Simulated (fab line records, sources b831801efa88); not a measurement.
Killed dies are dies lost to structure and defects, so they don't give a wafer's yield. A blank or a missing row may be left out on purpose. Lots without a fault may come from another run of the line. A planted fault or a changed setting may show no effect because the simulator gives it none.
Tool commonality check | flow sky130 | 12 lots, 36 wafers sampled

WHY IT WAS OPENED
At SKY_GATE_OXIDE_TW_MEAS_14 the reading GATE_OXIDE_TW is flagged on 2 of 12 lots. Wafers without a fault read 224.8, standard deviation 1.
Rule: a lot is flagged when every wafer of it that has a number lies more than 4 standard deviations from that mean, or none has a number. The other lots count as sound.

lot  | measured     | on            | GATE_OXIDE_TW, wafer by wafer | flag
L941 | day 14 01:37 | film_metro-03 | 225.0 226.8 226.0             |
L943 | day 14 21:43 | film_metro-01 | 222.0 225.5 223.9             |
L944 | day 15 03:52 | film_metro-04 | 224.8 226.8 225.5             |
L946 | day 15 23:18 | film_metro-04 | 224.9 224.1 225.9             |
L947 | day 16 03:45 | film_metro-03 | 223.0 224.2 224.4             |
L949 | day 17 23:35 | film_metro-04 | 199.7 200.0 200.8             | FLAGGED
L953 | day 18 13:49 | film_metro-04 | 200.5 199.7 200.4             | FLAGGED
L952 | day 18 14:23 | film_metro-03 | 224.0 224.5 226.0             |
L961 | day 21 09:58 | film_metro-01 | 223.4 224.5 225.0             |
L962 | day 21 19:08 | film_metro-04 | 225.5 225.0 226.2             |
L963 | day 21 23:28 | film_metro-01 | 223.9 223.8 223.2             |
L964 | day 22 08:04 | film_metro-04 | 225.3 226.1 226.0             |
The numbers of the flagged lots are 200.2 on average: -24.6 against the usual, or -25 standard deviations.

WHICH TOOL RAN EACH LOT
The record holds 2 process steps before the reading, out of a route of 708 steps. In each cell: the tool, then ch and the chambers that the sampled wafers went through, then the start.
lot  | flag    | SKY_DNWELL_STRIP_08                 | SKY_GATE_OXIDE_IMPLANT_11
L941 |         | plasma_asher-02 ch 1, day 3 07:30   | implanter-04 ch 0, day 14 01:16
L943 |         | plasma_asher-04 ch 0,1, day 3 17:37 | implanter-04 ch 0, day 14 21:23
L944 |         | plasma_asher-02 ch 0,1, day 3 21:41 | implanter-02 ch 0, day 15 03:31
L946 |         | plasma_asher-04 ch 0,1, day 4 09:07 | implanter-04 ch 0, day 15 22:58
L947 |         | plasma_asher-03 ch 0,1, day 4 14:13 | implanter-04 ch 0, day 16 03:26
L949 | FLAGGED | plasma_asher-04 ch 0,1, day 5 14:28 | implanter-04 ch 0, day 17 23:14
L953 | FLAGGED | plasma_asher-04 ch 0,1, day 5 22:03 | implanter-04 ch 0, day 18 13:28
L952 |         | plasma_asher-03 ch 0,1, day 5 21:40 | implanter-02 ch 0, day 18 14:02
L961 |         | plasma_asher-02 ch 0,1, day 7 18:38 | implanter-02 ch 0, day 21 09:37
L962 |         | plasma_asher-03 ch 0,1, day 8 01:02 | implanter-01 ch 0, day 21 18:47
L963 |         | plasma_asher-03 ch 0,1, day 8 03:14 | implanter-02 ch 0, day 21 23:08
L964 |         | plasma_asher-03 ch 0,1, day 8 10:54 | implanter-01 ch 0, day 22 07:43
What these steps do:
- SKY_DNWELL_STRIP_08: strips in O2/N2.
- SKY_GATE_OXIDE_IMPLANT_11
- SKY_GATE_OXIDE_TW_MEAS_14

FLAGGED OVER TOTAL, TOOL BY TOOL (the gauges that took the reading come last)
step                      | tool            | lots run | flagged | share of the flagged lots | sound lots run after its first flagged lot
SKY_DNWELL_STRIP_08       | plasma_asher-02 | 3        | 0       | none                      | -
SKY_DNWELL_STRIP_08       | plasma_asher-03 | 5        | 0       | none                      | -
SKY_DNWELL_STRIP_08       | plasma_asher-04 | 4        | 2       | all                       | 0
SKY_GATE_OXIDE_IMPLANT_11 | implanter-01    | 2        | 0       | none                      | -
SKY_GATE_OXIDE_IMPLANT_11 | implanter-02    | 4        | 0       | none                      | -
SKY_GATE_OXIDE_IMPLANT_11 | implanter-04    | 6        | 2       | all                       | 0
SKY_GATE_OXIDE_TW_MEAS_14 | film_metro-01   | 3        | 0       | none                      | -
SKY_GATE_OXIDE_TW_MEAS_14 | film_metro-03   | 3        | 0       | none                      | -
SKY_GATE_OXIDE_TW_MEAS_14 | film_metro-04   | 6        | 2       | all                       | 2 (L962,L964)

WHAT THE TABLE ALLOWS
3 rows of the table ran every flagged lot: plasma_asher-04 at SKY_DNWELL_STRIP_08, implanter-04 at SKY_GATE_OXIDE_IMPLANT_11, film_metro-04 at SKY_GATE_OXIDE_TW_MEAS_14.
- plasma_asher-04 at SKY_DNWELL_STRIP_08: 2 of its 4 lots flagged. Its last sound lot is L946 (day 4 09:07), its first flagged lot L949 (day 5 14:28): a fault that began between those two fits.
- implanter-04 at SKY_GATE_OXIDE_IMPLANT_11: 2 of its 6 lots flagged. Its last sound lot is L947 (day 16 03:26), its first flagged lot L949 (day 17 23:14): a fault that began between those two fits. Its own readings lie more than 4 standard deviations out on every wafer of the flagged lots: dose_ions_cm2, faraday_current_uA.
- film_metro-04 at SKY_GATE_OXIDE_TW_MEAS_14: 2 of its 6 lots flagged. Sound lots ran on it after the first flagged one (L962, L964), which a lasting fault on the whole tool wouldn't allow.
Counting lots can't tell these 2 tools apart, because each fits a fault that began at some hour. More lots, or a look at what each step does to the wafer, might.

WHAT THE SIMULATOR HAD PUT IN
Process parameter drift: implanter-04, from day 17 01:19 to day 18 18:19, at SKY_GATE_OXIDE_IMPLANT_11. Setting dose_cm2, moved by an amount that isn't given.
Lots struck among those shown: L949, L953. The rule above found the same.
